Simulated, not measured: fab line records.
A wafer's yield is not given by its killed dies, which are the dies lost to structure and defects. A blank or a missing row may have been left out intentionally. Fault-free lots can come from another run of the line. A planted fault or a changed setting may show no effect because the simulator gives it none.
Which tool did it?    flow gf180mcu    12 lots with 36 wafers sampled at 2 steps, on a route of 602 steps

== WHAT EACH GAUGE READ, for each wafer ==
GF_V5_BOW_MEAS_05.
lot   measured      on             V5_BOW (um)
L950  day 26 11:37  film-metro-04  142 147 140
L952  day 27 15:45  film-metro-02  109 120 121
L954  day 28 01:02  film-metro-01  124 137 125
L955  day 28 11:07  film-metro-02  127 144 142
L956  day 29 05:06  film-metro-01  146 135 139
L958  day 29 08:37  film-metro-04  130 129 123
L959  day 29 15:06  film-metro-02  131 136 131
L961  day 30 04:08  film-metro-01  128 136 125
L962  day 30 08:59  film-metro-01  123 131 129
L963  day 30 22:49  film-metro-02  130 133 142
L965  day 31 04:47  film-metro-01  136 119 125
L966  day 31 18:31  film-metro-04  117 128 118

== WHICH TOOL RAN EACH LOT (tool, then ch and the chambers of the sampled wafers, then the start) ==
lot   GF_V5_CMP_04
L950  cmp-02 ch 0,2,3, day 26 11:24
L952  cmp-02 ch 0,2, day 27 15:29
L954  cmp-01 ch 1,2, day 28 00:44
L955  cmp-01 ch 1,2, day 28 10:46
L956  cmp-02 ch 1,2, day 29 04:47
L958  cmp-02 ch 0,2, day 29 08:21
L959  cmp-02 ch 0,1,3, day 29 14:48
L961  cmp-02 ch 0,2, day 30 03:49
L962  cmp-02 ch 1,2, day 30 08:38
L963  cmp-01 ch 0,2,3, day 30 22:36
L965  cmp-02 ch 0,1,2, day 31 04:33
L966  cmp-02 ch 1,2, day 31 18:12
- GF_V5_CMP_04: polishes SiO2.

== AS READ BY THE TOOLS THEMSELVES (means over the sampled wafers that have a number; for cases with no such wafer, the mark the record gives instead) ==
GF_V5_CMP_04.
lot   tool    motor-current-A (A)
L950  cmp-02  13.2
L952  cmp-02  14.1
L954  cmp-01  11.2
L955  cmp-01  12.2
L956  cmp-02  13.5
L958  cmp-02  13.9
L959  cmp-02  11.9
L961  cmp-02  13.9
L962  cmp-02  13.4
L963  cmp-01  12.3
L965  cmp-02  13.5
L966  cmp-02  14.8

== THE ANSWER, worked out from the rows above alone ==
Rule: the lots themselves supply what counts as usual. Put in order of their means at a reading, lots are off if they are a third of the lots or fewer, leave a main group of 4 or more, and stand apart from it by a gap of 3 or more times the standard deviation of the main group's means; of several such gaps the widest counts. If all means in a main group match to the digits the tables above print for the reading, that group is not used. A lot without any number at a reading at which 4 lots or more have one is off too. Any other lot the step has rows for is counted as sound. After the gauges, taken in route order, come the tools' own readings; for these a lot's mean is taken, as printed above. At the first step where some lot is off, the reading lying furthest off is the one used; lots without a number count as furthest.
No lot is off on any of the readings shown, so nothing can be concluded from this.

== WHAT THE SIMULATOR PUT IN ==
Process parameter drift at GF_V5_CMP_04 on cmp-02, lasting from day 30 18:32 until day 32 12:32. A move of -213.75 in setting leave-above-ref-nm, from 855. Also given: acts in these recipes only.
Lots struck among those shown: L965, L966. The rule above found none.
